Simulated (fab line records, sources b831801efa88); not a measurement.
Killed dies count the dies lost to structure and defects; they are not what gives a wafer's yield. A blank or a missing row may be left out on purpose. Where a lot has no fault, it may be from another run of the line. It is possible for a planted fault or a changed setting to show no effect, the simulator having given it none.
fab line records    flow gf180mcu
record: lots: 6  wafers: 18  last_day: 33
route steps=602 shown MVSD@72 MVPSD@78
lots untouched by any fault: they come from a run of this same line in which no faults occurred
start_h: start of the lot's first displayed wafer, in hours after the record's first day    wait_h: time in hours since the lot's previous step    " unchanged from the row above    L1.1+2: several wafers, shown together as one row    - no value present, or no start provided    * or withheld: withheld    < > ~ a bound
route shown NAME@n: names a module that has steps shown in the file, with the first one's number in the route    usual: average and standard deviation across the fault-free wafers    same: alike in all rows    chamber/n: place in a boat    sites: each site's reading    _std_site: the standard deviation of these    _edge_site: inner sites' mean taken away from outer sites' mean    radius_mm: for every site, how far away it sits from the centre of the wafer    mask NAME#n: copy n    behind: the last tool/chamber to shape the wafer    hold: cause of the lot's hold/its duration in hours/its outcome    device: the n, p or np transistor that did not switch    end of line: at the end of the route, the tests of the same wafers    a step without rows: its recipe alone    killed: not the wafer's yield, but the dies lost to structure and defects at the first sort    map: per-die view of a wafer (x killed, . not killed, _ where there is no die)
set.NAME: the setting that was run; set.NAME@STEP: the one run at that earlier step    model.NAME: the simulator's own value behind a step, which no gauge read
lots at some steps of the route; a table a step, a row a wafer
== steps ==
step: GF_MVSD_DEVELOP_06
recipe: wall_angle_deg: 90  develop_time_s: 60  dev_temp_c: 23
step: GF_MVSD_OVL_MEAS_07
usual: MVSD_OVL: 0.0/1.3
lot.wafer  tool        chamber  start_h  wait_h  MVSD_OVL[nm]
L263.1     overlay-01  -        113.02   -       0.6
L263.2     "           -        "        "       0.4
L263.5     "           -        "        "       0.7
L269.2     overlay-02  -        146.41   -       2.8
L269.4     "           -        "        "       0.8
L269.5     "           -        "        "       1.5
L271.3     overlay-02  -        154.72   -       0.5
L271.4     "           -        "        "       1.3
L271.5     "           -        "        "       1.0
L272.4     overlay-02  -        161.97   -       0.3
L272.5     "           -        "        "       0.3
L272.6     "           -        "        "       -0.6
L273.1     overlay-01  -        167.76   -       0.2
L273.2     "           -        "        "       -1.5
L273.5     "           -        "        "       -0.7
L276.2     overlay-02  -        187.71   -       -0.4
L276.3     "           -        "        "       0.9
L276.4     "           -        "        "       -0.5
step: GF_MVSD_IMPLANT_08
recipe: species: P  energy_kev: 400  dose_cm2: 1.6e+13  tilt_deg: 0
step: GF_MVSD_IMPLANT_09
recipe: species: P  energy_kev: 100  dose_cm2: 5e+12  tilt_deg: 0
step: GF_MVSD_STRIP_10
recipe: chemistry: O2/N2  power_w: 1400  pressure_mtorr: 1500  platen_temp_c: 250  o2_flow_sccm: 3000  n2_flow_sccm: 300  overash_fraction: 0.5
usual: drypump_motor_current_A: 5.5/0.53  heater_power_w: 355/74  oes_product_au: 0.724/0.0046  strip_time_to_endpoint_s: 37.28/0.12
lot.wafer  tool             chamber  start_h  wait_h  drypump_motor_current_A  heater_power_w  oes_product_au  rf_hours_counter_h  strip_time_to_endpoint_s
L263.1     plasma_asher-01  1        113.35   0.1     5.5                      304             0.725           51                  37.11
L263.2     "                0        "        "       5.7                      344             0.725           51                  37.18
L263.5     "                0        "        "       5.7                      335             0.726           -                   37.22
L269.2     plasma_asher-01  1        146.74   0.1     5.5                      305             0.725           55                  37.31
L269.4     "                0        "        "       5.7                      338             0.723           -                   37.29
L269.5     "                1        "        "       5.5                      308             0.726           -                   37.12
L271.3     plasma_asher-03  0        155.08   0.1     5.6                      275             0.724           -                   37.45
L271.4     "                1        "        "       4.9                      500             0.728           -                   37.35
L271.5     "                1        "        "       4.9                      493             0.721           -                   37.40
L272.4     plasma_asher-03  0        162.32   0.1     5.6                      273             0.726           -                   37.04
L272.5     "                1        "        "       4.9                      483             0.723           -                   37.10
L272.6     "                0        "        "       5.6                      264             0.729           -                   37.16
L273.1     plasma_asher-01  0        168.09   0.1     5.7                      345             0.722           57                  37.39
L273.2     "                1        "        "       5.6                      317             0.725           57                  37.35
L273.5     "                0        "        "       5.7                      344             0.725           -                   37.37
L276.2     plasma_asher-03  1        188.04   0.1     4.9                      481             0.725           49                  37.37
L276.3     "                0        "        "       5.6                      270             0.724           -                   37.39
L276.4     "                1        "        "       4.9                      493             0.718           -                   37.32
step: GF_MVSD_TW_MEAS_11
usual: MVSD_TW: 1568/12
lot.wafer  tool           chamber  start_h  wait_h  MVSD_TW
L263.1     film_metro-04  -        113.45   0.1     1572
L263.2     "              -        "        "       1571
L263.5     "              -        "        "       1569
L269.2     film_metro-01  -        146.85   0.1     1567
L269.4     "              -        "        "       1557
L269.5     "              -        "        "       1554
L271.3     film_metro-03  -        155.16   0.1     1591
L271.4     "              -        "        "       1589
L271.5     "              -        "        "       1584
L272.4     film_metro-03  -        162.42   0.1     1580
L272.5     "              -        "        "       1576
L272.6     "              -        "        "       1576
L273.1     film_metro-03  -        168.19   0.1     1583
L273.2     "              -        "        "       1584
L273.5     "              -        "        "       1580
L276.2     film_metro-03  -        188.15   0.1     1583
L276.3     "              -        "        "       1588
L276.4     "              -        "        "       1585
step: GF_MVPSD_DEHYDRATE_00
recipe: temp_c: 200  time_s: 60
step: GF_MVPSD_HMDS_01
recipe: prime_time_s: 60  prime_temp_c: 120
step: GF_MVPSD_COAT_02
recipe: spin_rpm: 2000  resist_thk_nm: 3000
step: GF_MVPSD_SOFTBAKE_03
recipe: temp_c: 110  time_s: withheld
step: GF_MVPSD_EXPOSE_04
recipe: mask_id: MVPSD  target_cd_nm: 1000  na: 0.6  source_shape: conventional  sigma_outer: 0.6  dose_mj: 260
step: GF_MVPSD_PEB_05
recipe: temp_c: 115  time_s: withheld
step: GF_MVPSD_DEVELOP_06
recipe: wall_angle_deg: 90  develop_time_s: 60  dev_temp_c: 23
usual: developer_temp_C: 23.01/0.11
lot.wafer  tool            chamber  start_h  wait_h  developer_temp_C
L263.1     litho_track-02  0        127      -       23.05
L263.2     "               0        "        "       23.06
L263.5     "               0        "        "       23.03
L269.2     litho_track-02  0        162      -       23.09
L269.4     "               0        "        "       22.98
L269.5     "               0        "        "       22.86
L271.3     litho_track-02  0        170      -       23.26
L271.4     "               0        "        "       23.14
L271.5     "               0        "        "       23.44
L272.4     litho_track-01  0        178      -       23.08
L272.5     "               0        "        "       23.06
L272.6     "               0        "        "       23.06
L273.1     litho_track-01  0        184      -       23.06
L273.2     "               0        "        "       22.90
L273.5     "               0        "        "       23.13
L276.2     litho_track-01  0        205      -       23.01
L276.3     "               0        "        "       22.76
L276.4     "               0        "        "       22.79
step: GF_MVPSD_OVL_MEAS_07
usual: MVPSD_OVL: -1.2/1.3
lot.wafer  tool        chamber  start_h  wait_h  MVPSD_OVL[nm]
L263.1     overlay-01  -        127.81   -       0.3
L263.2     "           -        "        "       2.0
L263.5     "           -        "        "       2.7
L269.2     overlay-01  -        162.51   -       -
L269.4     "           -        "        "       -
L269.5     "           -        "        "       -
L271.3     overlay-02  -        170.92   -       -
L271.4     "           -        "        "       -
L271.5     "           -        "        "       -
L272.4     overlay-02  -        178.88   -       -1.1
L272.5     "           -        "        "       0.4
L272.6     "           -        "        "       -2.0
L273.1     overlay-01  -        184.71   -       -1.7
L273.2     "           -        "        "       -3.0
L273.5     "           -        "        "       -3.3
L276.2     overlay-01  -        205.31   -       -0.6
L276.3     "           -        "        "       -0.6
L276.4     "           -        "        "       -0.8
step: GF_MVPSD_IMPLANT_08
recipe: species: B  energy_kev: 170  dose_cm2: 1.5e+13  tilt_deg: 0
== key ==
first_sign: step: GF_MVPSD_OVL_MEAS_07  reading: MVPSD_OVL  direction: missing
effect none on later readings
met_at GF_MVPSD_DEVELOP_06
struck_wafers L269.2,L269.4,L269.5,L271.3,L271.4,L271.5
sort_left_out L269.2,L269.4,L269.5,L271.3,L271.4,L271.5
tester_left_out L269,L271
onset_between 127 162
fault: kind: process_parameter_drift  tool: litho_track-02  chamber: -  onset_h: 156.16  steps: GF_MVPSD_DEVELOP_06  channel: develop_time_s  offset: *  shape: step  end_h: 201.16  acts_in: *  stated: *
tester_left_out: of these lots the tester's yield and bins aren't shown, on N5 and GAA mostly nor the transistor test; their killed dies are dies lost to structure and defects alone, not to doping, threshold or leakage, so they don't give the yield
sort_left_out: the simulated sort isn't trusted on such a fault, so these wafers' sort isn't shown, and their yield isn't known
